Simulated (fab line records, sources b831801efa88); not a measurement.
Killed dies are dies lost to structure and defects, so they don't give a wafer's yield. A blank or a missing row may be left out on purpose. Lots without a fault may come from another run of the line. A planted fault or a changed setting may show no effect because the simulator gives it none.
fab line records | flow sky130
record lots=10 wafers=30 last_day=50
route steps=708 shown METAL2@503 VIA2@507
lots that met no fault: from a run of the same line without faults
start_h: hours from the record's first day to the start of the lot's first wafer shown | wait_h: hours since the lot's step before | " the same as in the row above | L1.1+2: a row that stands for several wafers | - no value, or no start given | * or withheld: withheld | < > ~ a bound
route shown NAME@n: a module of which the file shows steps, and the number in the route of the first | usual: mean/standard deviation of fault-free wafers | same: alike in all rows | chamber/n: place in a boat | sites: the reading at each site | _std_site: their standard deviation | _edge_site: outer sites' mean less inner sites' | radius_mm: how far each site lies from the wafer's centre | mask NAME#n: copy n | behind: the tool/chamber that last shaped the wafer | hold: why the lot was held/for how many hours/how that ended | device: the transistor (n, p or np) that didn't switch | end of line: the same wafers' tests at the end of the route | a step without rows: its recipe alone | killed: dies lost to structure and defects at the first sort, not the wafer's yield | map: a wafer's dies, x killed, . not, _ none there
set.NAME: the setting as run; set.NAME@STEP: as run at that earlier step | model.NAME: the simulator's own value behind a step, which no gauge read
steps of the route over a sample of lots; a table a step, a row a wafer
services: from which hour (start_h, from the record's first day; less than 0 if before it) a tool's chamber was out of use, for how many hours, and why
## steps
# step SKY_METAL2_STRIP_20
# recipe chemistry=O2/N2 power_w=1400 pressure_mtorr=1500 platen_temp_c=withheld o2_flow_sccm=3000 n2_flow_sccm=300 overash_fraction=0.5
# usual drypump_motor_current_A=5.8/0.45 n2_flow_sccm=300.0/0.97 o2_flow_sccm=2999/8.2 oes_product_au=0.343/0.0053 strip_time_to_endpoint_s=2.70/0.042
# columns lot.wafer tool chamber start_h wait_h drypump_motor_current_A n2_flow_sccm o2_flow_sccm oes_product_au rf_hours_counter_h strip_time_to_endpoint_s
L523.2 plasma_asher-03 0 822.65 0.1 6.2 298.6 2996 0.341 97 2.77
L523.3 " 0 " " 6.2 300.4 3002 0.341 - 2.74
L523.6 " 1 " " 6.2 299.1 3003 0.356 - 2.75
L524.3 plasma_asher-03 1 833.50 0.1 6.2 299.8 3006 0.338 - 2.68
L524.4 " 0 " " 6.2 299.2 3010 0.346 - 2.73
L524.6 " 0 " " 6.2 299.7 3019 0.338 - 2.67
L526.1 plasma_asher-01 1 849.83 0.1 5.5 300.4 2984 0.340 11 2.71
L526.2 " 0 " " 5.3 300.0 2994 0.340 11 2.74
L526.3 " 0 " " 5.3 300.4 2994 0.341 - 2.71
L529.3 plasma_asher-02 1 877.90 0.1 6.2 301.6 3004 0.353 - 2.74
L529.4 " 0 " " 5.2 300.8 3000 0.346 - 2.72
L529.6 " 0 " " 5.2 299.5 3001 0.345 - 2.72
L530.1 plasma_asher-03 0 880.74 0.1 6.1 299.2 2996 0.337 103 2.61
L530.3 " 0 " " 6.2 300.1 3005 0.340 - 2.74
L530.6 " 1 " " 6.2 300.6 3006 0.353 - 2.76
L536.1 plasma_asher-03 1 915.59 0.1 6.2 300.0 2996 0.347 107 2.73
L536.2 " 0 " " 6.2 300.3 2999 0.337 107 2.68
L536.3 " 1 " " 6.2 301.1 2995 0.338 - 2.68
L542.1 plasma_asher-02 1 965.96 0.1 6.2 299.4 3000 0.342 84 2.68
L542.4 " 1 " " 6.2 298.6 3009 0.333 - 2.65
L542.5 " 0 " " 5.1 300.0 3004 0.337 - 2.62
L543.3 plasma_asher-02 0 970.13 0.1 5.1 299.9 2999 0.344 - 2.71
L543.4 " 1 " " 6.2 299.5 3000 0.348 - 2.68
L543.6 " 1 " " 6.2 301.0 3009 0.342 - 2.73
L544.4 plasma_asher-03 1 974.99 0.1 6.2 300.3 3005 0.339 - 2.68
L544.5 " 0 " " 6.2 302.1 2994 0.338 - 2.70
L544.6 " 1 " " 6.2 300.4 2988 0.340 - 2.67
L545.2 plasma_asher-03 0 981.62 0.1 6.2 300.3 2997 0.347 112 2.66
L545.3 " 0 " " 6.2 299.9 2995 0.339 - 2.64
L545.4 " 1 " " 6.2 300.0 3000 0.338 - 2.67
# step SKY_VIA2_HDPCVD_00
# recipe material=SiO2 target_thk_nm=1180 sigma_open_frac=0.3 time_s=196.7 temp_c=400 sih4_flow_sccm=60 pressure_mtorr=6
# usual run_length_s=224.2/0.41
# columns lot.wafer tool chamber start_h wait_h run_length_s
L523.2 hdpcvd-02 1 823.25 0.0 223.6
L523.3 " 2 " " 224.2
L523.6 " 1 " " 223.7
L524.3 hdpcvd-01 2 834.14 0.0 224.2
L524.4 " 1 " " 224.4
L524.6 " 0 " " 225.6
L526.1 hdpcvd-02 1 850.42 0.0 223.7
L526.2 " 0 " " 224.3
L526.3 " 2 " " 224.0
L529.3 hdpcvd-02 1 878.49 0.0 223.8
L529.4 " 2 " " 224.1
L529.6 " 0 " " 224.0
L530.1 hdpcvd-01 1 881.33 0.0 224.2
L530.3 " 2 " " 223.9
L530.6 " 0 " " 224.7
L536.1 hdpcvd-01 1 916.23 0.0 224.4
L536.2 " 2 " " 223.9
L536.3 " 0 " " 259.8
L542.1 hdpcvd-02 2 966.56 0.0 224.2
L542.4 " 2 " " 224.0
L542.5 " 1 " " 223.7
L543.3 hdpcvd-02 2 970.68 0.0 224.2
L543.4 " 0 " " 223.8
L543.6 " 1 " " 223.6
L544.4 hdpcvd-02 2 975.94 0.1 224.2
L544.5 " 1 " " 224.5
L544.6 " 0 " " 223.8
L545.2 hdpcvd-02 0 982.22 0.0 223.8
L545.3 " 1 " " 223.6
L545.4 " 1 " " 224.1
# step SKY_VIA2_THK_MEAS_01
# recipe reads=SiO2_of_VIA2_HDPCVD_00
# usual VIA2_HDPCVD_THK=1184/15
# columns lot.wafer tool chamber start_h wait_h hold VIA2_HDPCVD_THK[nm]
L523.2 film_metro-04 - 823.38 0.1 - 1211
L523.3 " - " " - 1201
L523.6 " - " " - 1228
L524.3 film_metro-02 - 834.28 0.1 - 1161
L524.4 " - " " - 1171
L524.6 " - " " - 1165
L526.1 film_metro-04 - 850.54 0.1 - 1182
L526.2 " - " " - 1155
L526.3 " - " " - 1158
L529.3 film_metro-02 - 878.63 0.1 - 1180
L529.4 " - " " - 1169
L529.6 " - " " - 1181
L530.1 film_metro-03 - 881.46 0.1 - 1176
L530.3 " - " " - 1176
L530.6 " - " " - 1164
L536.1 film_metro-02 - 916.35 0.1 await_dispo/0.2h/release 1203
L536.2 " - " " await_dispo/0.2h/release 1198
L536.3 " - " " await_dispo/0.2h/release 1410
L536.1 film_metro-02 - 916.72 0.4 - 1203
L536.2 " - " " - 1199
L536.3 " - " " - 1409
L542.1 film_metro-03 - 966.68 0.1 - 1178
L542.4 " - " " - 1170
L542.5 " - " " - 1195
L543.3 film_metro-02 - 970.83 0.1 - 1192
L543.4 " - " " - 1200
L543.6 " - " " - 1198
L544.4 film_metro-04 - 976.03 0.0 - 1174
L544.5 " - " " - 1218
L544.6 " - " " - 1180
L545.2 film_metro-04 - 982.35 0.1 - 1181
L545.3 " - " " - 1209
L545.4 " - " " - 1205
# step SKY_VIA2_STRIP_16
# recipe chemistry=O2/N2 power_w=1400 pressure_mtorr=1500 platen_temp_c=withheld o2_flow_sccm=3000 n2_flow_sccm=300 overash_fraction=0.5
# usual drypump_motor_current_A=5.9/0.42 n2_flow_sccm=299.9/0.74 o2_flow_sccm=3000/9 oes_product_au=0.399/0.0047 strip_time_to_endpoint_s=4.05/0.03
# columns lot.wafer tool chamber start_h wait_h drypump_motor_current_A n2_flow_sccm o2_flow_sccm oes_product_au rf_hours_counter_h strip_time_to_endpoint_s
L523.2 plasma_asher-03 0 850.38 0.0 6.1 300.8 2998 0.400 100 4.11
L523.3 " 1 " " 6.2 300.8 3002 0.393 - 4.05
L523.6 " 0 " " 6.1 300.3 2996 0.403 - 4.12
L524.3 plasma_asher-02 0 861.20 0.1 5.1 299.9 3002 0.393 - 4.01
L524.4 " 1 " " 6.2 299.5 3008 0.392 - 4.03
L524.6 " 0 " " 5.2 299.6 3010 0.391 - 4.05
L526.1 plasma_asher-03 1 877.43 0.0 6.2 299.4 2983 0.392 103 4.04
L526.2 " 0 " " 6.2 297.6 3008 0.405 103 4.04
L526.3 " 0 " " 6.2 300.3 3005 0.398 - 4.06
L529.3 plasma_asher-02 0 904.82 0.1 5.1 299.7 3004 0.398 - 4.01
L529.4 " 1 " " 6.2 299.9 2995 0.406 - 4.05
L529.6 " 1 " " 6.2 299.4 2979 0.390 - 4.03
L530.1 plasma_asher-02 1 907.88 0.0 6.2 300.2 2984 0.394 78 4.04
L530.3 " 0 " " 5.2 299.6 3002 0.393 - 4.09
L530.6 " 0 " " 5.2 299.9 3002 0.398 - 4.09
L536.1 plasma_asher-02 0 942.51 0.0 5.1 301.4 2991 0.404 82 4.10
L536.2 " 1 " " 6.1 299.8 2989 0.399 82 4.06
L536.3 " 1 " " 6.2 299.1 3001 0.406 - 4.09
L542.1 plasma_asher-03 1 991.23 0.0 6.1 300.7 3007 0.399 113 4.07
L542.4 " 1 " " 6.2 299.4 3001 0.397 - 4.08
L542.5 " 1 " " 6.2 299.6 2993 0.411 - 4.07
L543.3 plasma_asher-02 0 995.42 0.1 5.1 300.7 3016 0.400 - 4.05
L543.4 " 1 " " 6.2 299.8 2991 0.401 - 4.07
L543.6 " 1 " " 6.2 300.7 3007 0.400 - 4.05
L544.4 plasma_asher-02 0 1000.15 0.1 5.1 301.0 3012 0.395 - 4.04
L544.5 " 1 " " 6.2 299.8 3003 0.404 - 4.03
L544.6 " 0 " " 5.2 299.5 3001 0.392 - 4.02
L545.2 plasma_asher-03 1 1005.71 0.0 6.2 300.0 3003 0.400 114 4.03
L545.3 " 0 " " 6.2 299.8 3003 0.391 - 4.04
L545.4 " 1 " " 6.2 300.9 3001 0.399 - 4.07
# step SKY_VIA2_RS_MEAS_22
# recipe thk_meas_gauge=four-point-probe reads=W_of_VIA2_CVD_21+TiN_of_VIA2_SPUTTER_20
# usual VIA2_W_RS=0.271/0.0053
# columns lot.wafer tool chamber start_h wait_h VIA2_W_RS[ohm/sq]
L523.2 film_metro-02 - 851.19 0.1 0.273
L523.3 " - " " 0.273
L523.6 " - " " 0.263
L524.3 film_metro-04 - 861.99 0.1 0.263
L524.4 " - " " 0.274
L524.6 " - " " 0.265
L526.1 film_metro-03 - 878.22 0.1 0.280
L526.2 " - " " 0.274
L526.3 " - " " 0.274
L529.3 film_metro-03 - 905.61 0.1 0.272
L529.4 " - " " 0.273
L529.6 " - " " 0.273
L530.1 film_metro-04 - 908.67 0.1 0.273
L530.3 " - " " 0.271
L530.6 " - " " 0.270
L536.1 film_metro-03 - 943.30 0.1 0.262
L536.2 " - " " 0.271
L536.3 " - " " 0.263
L542.1 film_metro-02 - 992.03 0.1 0.265
L542.4 " - " " 0.275
L542.5 " - " " 0.275
L543.3 film_metro-03 - 996.25 0.1 0.279
L543.4 " - " " 0.268
L543.6 " - " " 0.278
L544.4 film_metro-03 - 1001.00 0.1 0.267
L544.5 " - " " 0.269
L544.6 " - " " 0.278
L545.2 film_metro-03 - 1006.60 0.1 0.270
L545.3 " - " " 0.276
L545.4 " - " " 0.262
## services
# columns tool chamber start_h hours kind
hdpcvd-02 2 824.02 22.3 repair
hdpcvd-01 - 854.52 6.0 pm
hdpcvd-02 2 855.24 7.6 repair
plasma_asher-01 - 882.11 1.3 repair
hdpcvd-02 - 915.69 5.4 repair
plasma_asher-03 - 947.70 14.6 pm
hdpcvd-02 2 947.76 8.7 repair
hdpcvd-02 - 950.25 15.0 pm
hdpcvd-02 0 950.25 15.0 vent_cycle
hdpcvd-02 1 950.25 15.0 vent_cycle
hdpcvd-02 2 950.25 15.0 vent_cycle
hdpcvd-02 0 965.25 - clean
hdpcvd-02 1 965.25 - clean
hdpcvd-02 2 965.25 - clean
hdpcvd-01 2 970.83 13.7 repair
hdpcvd-01 0 974.26 5.0 repair
## key
first_sign step=SKY_VIA2_HDPCVD_00 reading=run_length_s direction=up sigmas=88 usual=* struck=*
effect step=SKY_VIA2_THK_MEAS_01 reading=visit direction=added
effect step=SKY_VIA2_THK_MEAS_01 reading=VIA2_HDPCVD_THK direction=up sigmas=15 usual=1184 struck=1410
met_at SKY_VIA2_HDPCVD_00
struck_lots L536
struck_wafers L536.3
not_acting_at SKY_METAL2_STRIP_20,SKY_VIA2_STRIP_16,SKY_VIA2_RS_MEAS_22
onset_between 881.33 916.23
fault kind=process_parameter_drift tool=hdpcvd-01 chamber=0 onset_h=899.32 steps=SKY_VIA2_HDPCVD_00 channel=time_s offset=* shape=step end_h=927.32 acts_in=* stated=*
